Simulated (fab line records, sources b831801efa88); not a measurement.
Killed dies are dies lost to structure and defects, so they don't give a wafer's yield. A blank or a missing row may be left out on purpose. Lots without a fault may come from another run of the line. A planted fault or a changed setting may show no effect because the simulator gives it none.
Split-lot experiment | flow sky130 | 5 lots, 27 wafers read, on a route of 708 steps

THE SPLIT
At SKY_SONOS_ONO_CVD_02 (deposits Si3N4 from DCS/NH3, target thk 10.5 nm, time 180 s), the setting time_s was moved away from the recipe's 180 s on 18 of the 27 wafers read, by -21.1% to +56.6%. The other wafers ran this setting at the recipe's value.

The file shows no step between the split and the reading.

THE READING
SONOS_ONO_CVD_02_THK, in nm, at SKY_SONOS_ONO_THK_MEAS_03. Fault-free wafers of this fab line usually give 10.44 nm, standard deviation 0.14 nm.

wafer  | tool, chamber at the split | time_s as run, s | against the recipe | SONOS_ONO_CVD_02_THK, nm | against lot-mates on the recipe
L077.1 | -, -                       | 216.3            | +20.2%             | 12.46                    | no lot-mate on the recipe
L077.2 | -, -                       | 216.3            | +20.2%             | 12.43                    | no lot-mate on the recipe
L077.3 | -, -                       | 216.3            | +20.2%             | 12.32                    | no lot-mate on the recipe
L077.4 | -, -                       | 216.3            | +20.2%             | 12.53                    | no lot-mate on the recipe
L077.5 | -, -                       | 216.3            | +20.2%             | 12.46                    | no lot-mate on the recipe
L077.6 | -, -                       | 216.3            | +20.2%             | 12.48                    | no lot-mate on the recipe
L080.1 | -, -                       | 180              | recipe             | 10.36                    | -
L080.2 | -, -                       | 180              | recipe             | 10.53                    | -
L080.3 | -, -                       | 180              | recipe             | 10.43                    | -
L080.4 | -, -                       | 180              | recipe             | 10.51                    | -
L080.5 | -, -                       | 180              | recipe             | 10.44                    | -
L080.6 | -, -                       | 180              | recipe             | 10.42                    | -
L082.1 | -, -                       | 142.1            | -21.1%             | 8.46                     | no lot-mate on the recipe
L082.2 | -, -                       | 142.1            | -21.1%             | 8.33                     | no lot-mate on the recipe
L082.3 | -, -                       | 142.1            | -21.1%             | 8.44                     | no lot-mate on the recipe
L082.4 | -, -                       | 142.1            | -21.1%             | 8.52                     | no lot-mate on the recipe
L082.5 | -, -                       | 142.1            | -21.1%             | 8.35                     | no lot-mate on the recipe
L082.6 | -, -                       | 142.1            | -21.1%             | 8.22                     | no lot-mate on the recipe
L084.1 | lpcvd-02, 1                | 180              | recipe             | 10.31                    | -
L084.2 | lpcvd-02, 1                | 180              | recipe             | 10.31                    | -
L084.4 | lpcvd-02, 1                | 180              | recipe             | 10.24                    | -
L085.1 | -, -                       | 281.8            | +56.6%             | 16.49                    | no lot-mate on the recipe
L085.2 | -, -                       | 281.8            | +56.6%             | 16.59                    | no lot-mate on the recipe
L085.3 | -, -                       | 281.8            | +56.6%             | 16.58                    | no lot-mate on the recipe
L085.4 | -, -                       | 281.8            | +56.6%             | 16.63                    | no lot-mate on the recipe
L085.5 | -, -                       | 281.8            | +56.6%             | 16.69                    | no lot-mate on the recipe
L085.6 | -, -                       | 281.8            | +56.6%             | 16.63                    | no lot-mate on the recipe

THE FIT
A straight line over all 27 wafers: SONOS_ONO_CVD_02_THK changes by +0.106 nm for each +1% of time_s; r = +1.00; the points scatter about the line by 0.16 nm.
Too few moved wafers have a lot-mate on the recipe to fit a line with each lot's own level taken away.

THE WHOLE CHAIN: every reading that the file lists as answering this split, in the file's order
step                      | what it does                                                | reading                                                                           | change (the file's fit)               | r (the file's)
SKY_SONOS_ONO_CVD_02      | deposits Si3N4 from DCS/NH3, target thk 10.5 nm, time 180 s | Si3N4_of_SONOS_ONO_CVD_02.thk_nm (the simulator's own value, which no gauge read) | +0.106 nm for each +1% of the setting | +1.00
SKY_SONOS_ONO_THK_MEAS_03 |                                                             | SONOS_ONO_CVD_02_THK                                                              | +0.106 for each +1% of the setting    | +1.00

THE FILE'S OWN FIT
SONOS_ONO_CVD_02_THK changes by +0.106 nm for each +1% of time_s, r = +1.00.
